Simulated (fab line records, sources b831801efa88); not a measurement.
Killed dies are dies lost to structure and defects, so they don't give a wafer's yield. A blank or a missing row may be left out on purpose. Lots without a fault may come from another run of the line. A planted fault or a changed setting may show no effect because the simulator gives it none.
A struck lot beside a sound one | flow sky130 | 43 steps out of a route of 708
Sound: wafers L724.1, L724.4, L724.6. Struck: wafers L734.3, L734.4, L734.6. The cause comes at the end.
At each step with rows: each side's tool, then ch and its chambers, then its first start. Under that, the readings that differ: sound wafers | struck wafers | difference of the means | sigmas: that difference in standard deviations of wafers without a fault.
alike: readings whose means differ by less than 2 such deviations, and words and numbers that are the same on both sides. not compared: withheld readings, readings that some wafer has no value for, bounds like >300 that may hide the same value, and numbers for which the record gives no deviation and whose values overlap.
The two part at a step that has a row with sigmas, a row that says differs or no value, or rows on one side only. Numbers that don't overlap but have no deviation are shown without sigmas and don't part them. A reading that every wafer of one side lacks parts them only if that side has two wafers or more.

first, 6 steps without rows for these wafers: SKY_VIA4_HMDS_05 (prime time 60 s); SKY_VIA4_COAT_06 (resist thk 1140 nm); SKY_VIA4_SOFTBAKE_07 (time 60 s); SKY_VIA4_EXPOSE_08 (exposes mask VIM4, target cd 800 nm); SKY_VIA4_PEB_09; SKY_VIA4_DEVELOP_10 (develop time 60 s).
SKY_VIA4_OVL_MEAS_11:
  sound on overlay-01, day 42 13:03; struck on overlay-01, day 45 15:18
  alike: VIA4_OVL
SKY_VIA4_ETCH_12: etches SiO2 in C4F8/O2/Ar, stops on TiN, target depth 580 nm.
  sound on rie_diel-02 ch 1,2,3, day 42 13:05; struck on rie_diel-01 ch 0,2, day 45 15:20
  alike: oes_product_au
then, 4 steps without rows for these wafers: SKY_VIA4_STRIP_13 (strips in O2/N2); SKY_VIA4_STRIP_14 (strips in post etch residue remover, time 1200 s); SKY_VIA4_CLEAN_15 (cleans in IPA, time 180 s); SKY_VIA4_CLEAN_16 (cleans in O3/DIW).
SKY_VIA4_SPUTTER_17: material TiN, target thk 20 nm, time 80 s.
  sound on pvd_sputter-03, day 42 13:47; struck on pvd_sputter-01, day 45 15:59
  alike: cathode_dc_power_W, throttle_valve_pct
then, 1 step without rows for these wafers: SKY_VIA4_CVD_18 (deposits W, target thk 505 nm, time 152.14 s).
SKY_VIA4_RS_MEAS_19: measures by four-point-probe.
  sound on film_metro-01, day 42 14:01; struck on film_metro-01, day 45 16:14
  alike: VIA4_W_RS
SKY_VIA4_THK_MEAS_20: measures by xrf.
  sound on film_metro-01, day 42 14:08; struck on film_metro-01, day 45 16:20
  alike: VIA4_W_THK
then, 3 steps without rows for these wafers: SKY_VIA4_CMP_21 (polishes, stops on SiO2, t overpolish 25 s, target thk 0 nm); SKY_METAL5_SPUTTER_00 (material Ti, target thk 15 nm, time 10 s); SKY_METAL5_SPUTTER_01 (material TiN, target thk 20 nm, time 16.7 s).
SKY_METAL5_SPUTTER_02: material AlCu, target thk 1150 nm, time 61.2 s.
  sound on pvd_sputter-02, day 42 14:32; struck on pvd_sputter-03, day 45 16:44
  alike: cathode_dc_power_W, throttle_valve_pct
SKY_METAL5_SPUTTER_03: material Ti, target thk 5 nm, time 3.3 s.
  sound on pvd_sputter-02, day 42 14:35; struck on pvd_sputter-03, day 45 16:47
  alike: cathode_dc_power_W, throttle_valve_pct
then, 1 step without rows for these wafers: SKY_METAL5_SPUTTER_04 (material TiN, target thk 70 nm, time 58.3 s).
SKY_METAL5_RS_MEAS_05: measures by four-point-probe.
  sound on film_metro-04, day 42 14:39; struck on film_metro-01, day 45 16:53
  alike: METAL5_ALCU_RS
SKY_METAL5_THK_MEAS_06: measures by xrf.
  sound on film_metro-04, day 42 14:46; struck on film_metro-01, day 45 16:59
  alike: METAL5_ALCU_THK
then, 8 steps without rows for these wafers: SKY_METAL5_DEHYDRATE_07 (time 60 s); SKY_METAL5_HMDS_08 (prime time 60 s); SKY_METAL5_COAT_09 (resist thk 1800 nm); SKY_METAL5_SOFTBAKE_10 (time 60 s); SKY_METAL5_EXPOSE_11 (exposes mask MM5, target cd 1600 nm); SKY_METAL5_PEB_12; SKY_METAL5_DEVELOP_13 (develop time 60 s); SKY_METAL5_DESCUM_14 (chemistry O2, time 11 s).
SKY_METAL5_METAL_ETCH_15: etches the open film in Cl2/BCl3, stops on SiO2, target depth 1260 nm, time 252 s.
  sound on rie_metal-03 ch 0,1, day 43 13:55; struck on rie_metal-02 ch 1, day 46 13:49
  alike: drypump_motor_current_A, oes_product_au, throttle_valve_pct
  not compared: rf_hours_counter_h
then, 4 steps without rows for these wafers: SKY_METAL5_STRIP_16 (strips in O2/N2); SKY_METAL5_STRIP_17 (strips in post etch residue remover, time 1200 s); SKY_METAL5_CLEAN_18 (cleans in IPA, time 180 s); SKY_METAL5_CLEAN_19 (cleans in O3/DIW).
SKY_PASSIVATION_CVD_00: deposits SiO2, target thk 90 nm.
  sound on pecvd-02 ch 0,2, day 43 14:45; struck on pecvd-01 ch 0,1, day 46 14:46
  alike: heater_power_w
SKY_PASSIVATION_THK_MEAS_01:
  sound on film_metro-04, day 43 14:47; struck on film_metro-02, day 46 14:48
  alike: PASSIVATION_CVD_00_THK
then, 1 step without rows for these wafers: SKY_PASSIVATION_CVD_02 (deposits Si3N4, target thk 540 nm).
SKY_PASSIVATION_THK_MEAS_03:
  sound on film_metro-03, day 43 15:04; struck on film_metro-03, day 46 15:05
  alike: PASSIVATION_CVD_02_THK
then, 1 step without rows for these wafers: SKY_PASSIVATION_DEHYDRATE_04 (time 60 s).
SKY_PAD_OPEN_PROBE_99:
  sound on prober-02, day 45 12:07; struck on prober-02, day 48 07:47
  reading                               | sound             | struck                                                                     | difference                   | sigmas
  hold                                  | - - -             | await_dispo/2.0h/release await_dispo/2.0h/release await_dispo/2.0h/release | no value on the sound wafers |
  defect_limited_yield (%)              | 82.3 83.1 80.3    | 73.8 73.8 75.0                                                             | -7.7                         | -4
  killed_at_M4_up                       | 3 4 5             | 70 47 52                                                                   | +52                          | +31
  killed_dies                           | 87 83 97          | 129 129 123                                                                | +38                          | +4
  sort_bin_3_pad_short (%)              | 1.2 1.2 1.0       | 3.7 3.7 3.3                                                                | +2.4                         | +6
  sort_bin_5_function (%)               | 10.2 10.0 12.6    | 16.5 15.4 14.4                                                             | +4.5                         | +3
  sort_n_pass                           | 405 409 395       | 363 363 369                                                                | -38                          | -4
  sort_yield_pct (%)                    | 82.3 83.1 80.3    | 73.8 73.8 75.0                                                             | -7.7                         | -4
  model.etest.tester.sort_n_pass        | 405 409 395       | 363 363 369                                                                | -38                          |
  model.etest.tester.sort_yield_pct (%) | 82.32 83.13 80.28 | 73.78 73.78 75                                                             | -7.72                        |
  model.etest.tester.sort_bin_5_pct (%) | 10.16 9.959 12.6  | 16.46 15.45 14.43                                                          | +4.54                        |
  model.etest.tester.sort_bin_3_pct (%) | 1.22 1.22 1.016   | 3.659 3.659 3.252                                                          | +2.371                       |
  alike: killed_at_M0_to_M3, killed_at_contacts, killed_at_front_end, killed_at_other, killed_open, killed_short, sort_bin_6_memory

WHERE THEY PART
Only at SKY_PAD_OPEN_PROBE_99, within this record.

WHY: what the simulator had put in
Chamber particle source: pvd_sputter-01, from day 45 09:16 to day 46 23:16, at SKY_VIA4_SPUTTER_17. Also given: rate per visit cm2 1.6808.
